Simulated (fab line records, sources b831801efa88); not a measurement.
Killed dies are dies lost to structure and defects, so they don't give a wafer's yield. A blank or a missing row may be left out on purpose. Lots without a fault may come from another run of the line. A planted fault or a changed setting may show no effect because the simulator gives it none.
A struck lot beside a sound one | flow gf180mcu | 43 steps out of a route of 602
Sound: wafers L122.2, L122.3, L122.5. Struck: wafers L132.3, L132.4, L132.5. The cause comes at the end.
At each step with rows: each side's tool, then ch and its chambers, then its first start. Under that, the readings that differ: sound wafers | struck wafers | difference of the means | sigmas: that difference in standard deviations of wafers without a fault.
alike: readings whose means differ by less than 2 such deviations, and words and numbers that are the same on both sides. not compared: withheld readings, readings that some wafer has no value for, bounds like >300 that may hide the same value, and numbers for which the record gives no deviation and whose values overlap.
The two part at a step that has a row with sigmas, a row that says differs or no value, or rows on one side only. Numbers that don't overlap but have no deviation are shown without sigmas and don't part them. A reading that every wafer of one side lacks parts them only if that side has two wafers or more.

first, 2 steps without rows for these wafers: GF_DNWELL_DEVELOP_06 (develop time 60 s); GF_DNWELL_IMPLANT_07.
GF_DNWELL_STRIP_08: strips in O2/N2.
  sound on plasma_asher-04 ch 0,1, day 3 19:59; struck on plasma_asher-04 ch 0,1, day 6 02:44
  alike: drypump_motor_current_A, heater_power_w, oes_product_au, strip_time_to_endpoint_s
  not compared: rf_hours_counter_h
GF_DNWELL_TW_MEAS_09:
  sound on film_metro-03, day 3 20:05; struck on film_metro-03, day 6 02:49
  alike: DNWELL_TW
then, 7 steps without rows for these wafers: GF_NWELL_DEHYDRATE_00 (time 60 s); GF_NWELL_HMDS_01 (prime time 60 s); GF_NWELL_COAT_02 (resist thk 3000 nm); GF_NWELL_SOFTBAKE_03; GF_NWELL_EXPOSE_04 (exposes mask Nwell, target cd 860 nm); GF_NWELL_PEB_05; GF_NWELL_DEVELOP_06 (develop time 60 s).
GF_NWELL_OVL_MEAS_07:
  sound on overlay-02, day 4 08:43; struck on overlay-01, day 6 17:55
  alike: NWELL_OVL
GF_NWELL_IMPLANT_08:
  sound on implanter-04 ch 0, day 4 08:46; struck on implanter-03 ch 0, day 6 18:00
  reading            | sound               | struck            | difference | sigmas
  tilt_deg (degrees) | -0.012 0.003 -0.010 | 2.864 2.850 2.848 | +2.860     | +99 or more
then, 1 step without rows for these wafers: GF_NWELL_IMPLANT_09.
GF_NWELL_STRIP_10: strips in O2/N2.
  sound on plasma_asher-02 ch 0,1, day 4 09:03; struck on plasma_asher-03 ch 0,1, day 6 18:17
  alike: drypump_motor_current_A, heater_power_w, oes_product_au, strip_time_to_endpoint_s
  not compared: rf_hours_counter_h
GF_NWELL_TW_MEAS_11:
  sound on film_metro-03, day 4 09:10; struck on film_metro-04, day 6 18:35
  reading  | sound          | struck         | difference | sigmas
  NWELL_TW | 1587 1582 1596 | 1705 1715 1715 | +123       | +9
  not compared: hold
then, 6 steps without rows for these wafers: GF_LVPWELL_HMDS_01 (prime time 60 s); GF_LVPWELL_COAT_02 (resist thk 3000 nm); GF_LVPWELL_SOFTBAKE_03; GF_LVPWELL_EXPOSE_04 (exposes mask LVPWELL, target cd 600 nm); GF_LVPWELL_PEB_05; GF_LVPWELL_DEVELOP_06 (develop time 60 s).
GF_LVPWELL_OVL_MEAS_07:
  sound on overlay-02, day 4 22:43; struck on overlay-01, day 7 09:49
  alike: LVPWELL_OVL
then, 2 steps without rows for these wafers: GF_LVPWELL_IMPLANT_08; GF_LVPWELL_IMPLANT_09.
GF_LVPWELL_STRIP_10: strips in O2/N2.
  sound on plasma_asher-03 ch 0, day 4 23:02; struck on plasma_asher-02 ch 0,1, day 7 10:11
  alike: drypump_motor_current_A, heater_power_w, oes_product_au, strip_time_to_endpoint_s
  not compared: rf_hours_counter_h
GF_LVPWELL_TW_MEAS_11:
  sound on film_metro-01, day 4 23:09; struck on film_metro-03, day 7 10:16
  alike: LVPWELL_TW
then, 7 steps without rows for these wafers: GF_MVSD_DEHYDRATE_00 (time 60 s); GF_MVSD_HMDS_01 (prime time 60 s); GF_MVSD_COAT_02 (resist thk 3000 nm); GF_MVSD_SOFTBAKE_03; GF_MVSD_EXPOSE_04 (exposes mask MVSD, target cd 1000 nm); GF_MVSD_PEB_05; GF_MVSD_DEVELOP_06 (develop time 60 s).
GF_MVSD_OVL_MEAS_07:
  sound on overlay-01, day 5 12:43; struck on overlay-01, day 8 02:52
  alike: MVSD_OVL
then, 2 steps without rows for these wafers: GF_MVSD_IMPLANT_08; GF_MVSD_IMPLANT_09.
GF_MVSD_STRIP_10: strips in O2/N2.
  sound on plasma_asher-01 ch 0,1, day 5 13:02; struck on plasma_asher-01 ch 0,1, day 8 03:13
  alike: drypump_motor_current_A, heater_power_w, oes_product_au, strip_time_to_endpoint_s
  not compared: rf_hours_counter_h
GF_MVSD_TW_MEAS_11:
  sound on film_metro-01, day 5 13:09; struck on film_metro-01, day 8 03:19
  alike: MVSD_TW
then, 2 steps without rows for these wafers: GF_MVPSD_DEHYDRATE_00 (time 60 s); GF_MVPSD_HMDS_01 (prime time 60 s).
-- the record jumps here: 4 days lie between the struck wafers' starts before and after --
GF_VT_IMPLANT_RS_MEAS_47: measures by four-point-probe.
  sound on film_metro-03, day 8 20:43; struck on film_metro-04, day 11 20:04
  reading           | sound             | struck            | difference | sigmas
  NWELL_RS (ohm/sq) | 489.6 489.4 488.1 | 626.2 625.3 624.6 | +136.3     | +99 or more
  not compared: hold
then, 1 step without rows for these wafers: GF_PASSIVATION_PROBE_99.

WHERE THEY PART
First at GF_NWELL_IMPLANT_08; last, within this record, at GF_VT_IMPLANT_RS_MEAS_47.

WHY: what the simulator had put in
Process parameter drift: implanter-03, from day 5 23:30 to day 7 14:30, at GF_NWELL_IMPLANT_08. Setting tilt_deg, moved by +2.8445, from 0. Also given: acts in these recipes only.
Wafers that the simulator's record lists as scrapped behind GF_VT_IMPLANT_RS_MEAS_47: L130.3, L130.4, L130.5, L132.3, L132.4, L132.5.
